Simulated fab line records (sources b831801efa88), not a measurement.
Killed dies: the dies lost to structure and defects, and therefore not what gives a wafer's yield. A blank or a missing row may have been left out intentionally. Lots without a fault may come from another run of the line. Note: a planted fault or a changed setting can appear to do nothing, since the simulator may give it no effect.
A lot that was struck, set against a sound lot    flow sky130    15 steps out of a route of 708
Sound: the wafers L113.3, L113.4, L113.6. Struck: wafers L116.1, L116.5, L116.6. Last of all comes the cause.
Order at every step that has rows: each side's tool, ch and its chambers, its first start. Under that, the readings that differ: sound wafers    struck wafers    difference of the means    sigmas: that difference in standard deviations of wafers without a fault.
alike: readings whose means differ by less than 2 such deviations, and words and numbers that are the same on both sides. not compared: withheld readings, readings that some wafer has no value for, bounds like >300 that may hide the same value, and numbers for which the record gives no deviation and whose values overlap.
The two part at a step that has a row with sigmas, a row that says differs or no value, or rows on one side only. Numbers that don't overlap but have no deviation are shown without sigmas and don't part them. A reading missing from all wafers of one side parts the sides only when that side holds two or more wafers.

first, 2 steps without rows for these wafers: SKY_NWELL_PEB_08; SKY_NWELL_DEVELOP_09 (develop time 60 s).
SKY_NWELL_OVL_MEAS_10:
  sound on overlay-01 at day 5 02:03; struck on overlay-02 at day 5 19:14
  alike: NWELL_00_OVL
then, 3 steps without rows for these wafers: SKY_NWELL_IMPLANT_11; SKY_NWELL_IMPLANT_12; SKY_NWELL_IMPLANT_13.
SKY_NWELL_STRIP_14: strips in O2/N2.
  sound on plasma_asher-04 ch 0,1, day 5 02:34; struck on plasma_asher-04 ch 0,1, day 5 19:43
  alike: drypump_motor_current_A, oes_product_au, strip_time_to_endpoint_s
  not compared: rf_hours_counter_h
SKY_NWELL_TW_MEAS_15:
  sound on film_metro-04 at day 5 02:39; struck on film_metro-03 at day 5 19:49
  alike: NWELL_TW
then, 4 steps without rows for these wafers: SKY_NWELL_DEHYDRATE_16 (time 60 s); SKY_NWELL_HMDS_17 (prime time 60 s); SKY_NWELL_COAT_18 (resist thk 3000 nm); SKY_NWELL_SOFTBAKE_19.
SKY_NWELL_EXPOSE_20: exposes mask NWM COMPLEMENT, target cd 840 nm.
  sound on iline_stepper-01 ch 0, day 5 10:54; struck on iline_stepper-02 ch 0, day 6 03:45
reading  sound                                               struck                                                       difference  sigmas
mask     NWM_COMPLEMENT#0 NWM_COMPLEMENT#0 NWM_COMPLEMENT#0  NWM_COMPLEMENT_R1#0 NWM_COMPLEMENT_R1#0 NWM_COMPLEMENT_R1#0  differs     
following that, these wafers have no rows for 1 step: SKY_NWELL_PEB_21.
-- the record jumps here: 41 days lie between the struck wafers' starts before and after (it left off in module NWELL and takes up again in module PAD_OPEN, whose first step shown is number 708 of the route) --
SKY_PAD_OPEN_PROBE_99:
  sound on prober-01 at day 46 02:16; struck on prober-02 at day 46 19:32
reading                                  sound                          struck                         difference  sigmas
model.etest.pfet_16v.r_on_ohm_um         1.544e+04 1.505e+04 1.549e+04  1.562e+04 1.573e+04 1.594e+04  +4.367e+02  
model.etest.nfet_16v.r_on_ohm_um         1.412e+04 1.409e+04 1.421e+04  1.344e+04 1.348e+04 1.35e+04   -6.667e+02  
model.etest.res_iso_pwell.width_nm (nm)  2644 2639 2650                 2545 2542 2548                 -99         
model.etest.res_nwell.width_nm (nm)      842.3 838.9 843.5              881 886 891.8                  +45         
model.etest.pfet_16v.drive_ua_um         245.8 248.8 244.2              237.1 236.7 233.2              -10.6       

## WHERE THEY PART
Within this record, at SKY_NWELL_EXPOSE_20 only.

WHY: what the simulator had put in
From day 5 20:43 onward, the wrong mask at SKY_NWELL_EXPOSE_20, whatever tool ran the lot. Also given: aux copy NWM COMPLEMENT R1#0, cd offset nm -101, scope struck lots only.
